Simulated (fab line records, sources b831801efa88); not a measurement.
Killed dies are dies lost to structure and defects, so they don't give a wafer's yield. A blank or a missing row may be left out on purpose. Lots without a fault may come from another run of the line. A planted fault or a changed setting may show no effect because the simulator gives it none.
Which tool did it? | flow sky130 | 14 lots, 42 wafers sampled, at 2 steps of a route of 708

WHAT THE GAUGES READ, wafer by wafer
SKY_GATE_OXIDE_THK_MEAS_02.
lot  | measured     | on            | GATE_OXIDE_OXIDATION_00_THK (nm)
L191 | day 12 22:02 | film_metro-04 | 10.23 10.21 10.24
L192 | day 13 12:29 | film_metro-03 | 10.19 10.42 10.45
L193 | day 14 02:35 | film_metro-04 | 10.22 10.33 10.50
L194 | day 14 02:37 | film_metro-03 | 9.95 10.15 10.07
L195 | day 14 13:41 | film_metro-03 | 10.40 10.35 10.49
L196 | day 14 19:11 | film_metro-04 | 10.57 10.49 10.38
L202 | day 16 18:25 | film_metro-04 | 9.05 9.19 9.20
L203 | day 17 04:00 | film_metro-01 | 9.32 9.20 9.41
L204 | day 17 04:00 | film_metro-03 | 9.32 9.19 9.10
L207 | day 18 12:09 | film_metro-01 | 10.34 10.24 10.31
L211 | day 20 03:34 | film_metro-01 | 10.39 10.36 10.24
L212 | day 20 03:34 | film_metro-03 | 10.14 9.86 10.30
L213 | day 20 13:09 | film_metro-01 | 10.38 10.36 10.46
L214 | day 20 20:47 | film_metro-03 | 10.36 10.28 10.28

WHICH TOOL RAN EACH LOT (tool, then ch and the chambers of the sampled wafers, then the start)
lot  | SKY_GATE_OXIDE_OXIDATION_01
L191 | furnace-01 ch 0, day 12 20:36
L192 | furnace-01 ch 0, day 13 11:05
L193 | furnace-02 ch 0, day 14 01:11
L194 | furnace-02 ch 0, day 14 01:11
L195 | furnace-02 ch 0, day 14 12:16
L196 | furnace-02 ch 0, day 14 17:46
L202 | furnace-01 ch 0, day 16 16:59
L203 | furnace-01 ch 0, day 17 02:35
L204 | furnace-01 ch 0, day 17 02:35
L207 | furnace-02 ch 0, day 18 10:44
L211 | furnace-02 ch 0, day 20 02:09
L212 | furnace-02 ch 0, day 20 02:09
L213 | furnace-02 ch 0, day 20 11:43
L214 | furnace-01 ch 0, day 20 19:21
- SKY_GATE_OXIDE_OXIDATION_01: stabilise 600 s, purge 300 s, target thk 10.268 nm.

WHAT THE TOOLS THEMSELVES READ (means of the sampled wafers that have a number; where no wafer has one, the mark that the record gives instead)
SKY_GATE_OXIDE_OXIDATION_01.
lot  | tool       | spike_tc_centre_C (C) | tube_center_temp_C_max | zone_power_bottom_pct (%) | zone_power_lower_pct (%)
L191 | furnace-01 | 899.7                 | 902.5                  | 28.7                      | 20.1
L192 | furnace-01 | 898.7                 | 902.2                  | 28.7                      | 20.3
L193 | furnace-02 | 901.5                 | 902.4                  | 26.9                      | 19.0
L194 | furnace-02 | 901.1                 | 902.5                  | 27.0                      | 18.9
L195 | furnace-02 | 901.5                 | 902.2                  | 26.9                      | 18.7
L196 | furnace-02 | 901.4                 | 902.2                  | 27.0                      | 19.2
L202 | furnace-01 | 899.7                 | 902.4                  | 28.5                      | 20.4
L203 | furnace-01 | 899.7                 | 902.6                  | 28.4                      | 20.0
L204 | furnace-01 | 898.7                 | 902.0                  | 28.6                      | 20.3
L207 | furnace-02 | 901.0                 | 902.7                  | 26.5                      | 18.8
L211 | furnace-02 | 899.8                 | 902.2                  | 26.7                      | 18.9
L212 | furnace-02 | 902.4                 | 902.5                  | 26.8                      | 19.0
L213 | furnace-02 | 900.4                 | 902.4                  | 26.5                      | 18.9
L214 | furnace-01 | 900.0                 | 902.2                  | 28.5                      | 20.3

THE ANSWER, worked out from the rows above alone
Rule: what is usual is taken from the lots themselves. Put in order of their means at a reading, lots are off if they are a third of the lots or fewer, leave a main group of 4 or more, and stand apart from it by a gap of 3 or more times the standard deviation of the main group's means; of several such gaps the widest counts. A main group whose means are all the same, to the digits that the tables above print for the reading, isn't used. A lot without any number at a reading at which 4 lots or more have one is off too. The other lots that the step has rows for count as sound. The gauges are gone through in route order, then the tools' own readings, and for those a lot's mean is taken as printed above. The first step at which some lot is off is used, and at that step the reading that is off furthest; a lot without a number counts as furthest.
Off: L202, L203, L204, at SKY_GATE_OXIDE_THK_MEAS_02 (GATE_OXIDE_OXIDATION_00_THK). The main group: mean 10.30 nm, standard deviation 0.12.
A tool fits if, at a process step before that reading, it ran every lot that is off, and no sound lot after the first of them. The gauges at SKY_GATE_OXIDE_THK_MEAS_02 are tried like those tools. None of those tried fits.

WHAT THE SIMULATOR HAD PUT IN
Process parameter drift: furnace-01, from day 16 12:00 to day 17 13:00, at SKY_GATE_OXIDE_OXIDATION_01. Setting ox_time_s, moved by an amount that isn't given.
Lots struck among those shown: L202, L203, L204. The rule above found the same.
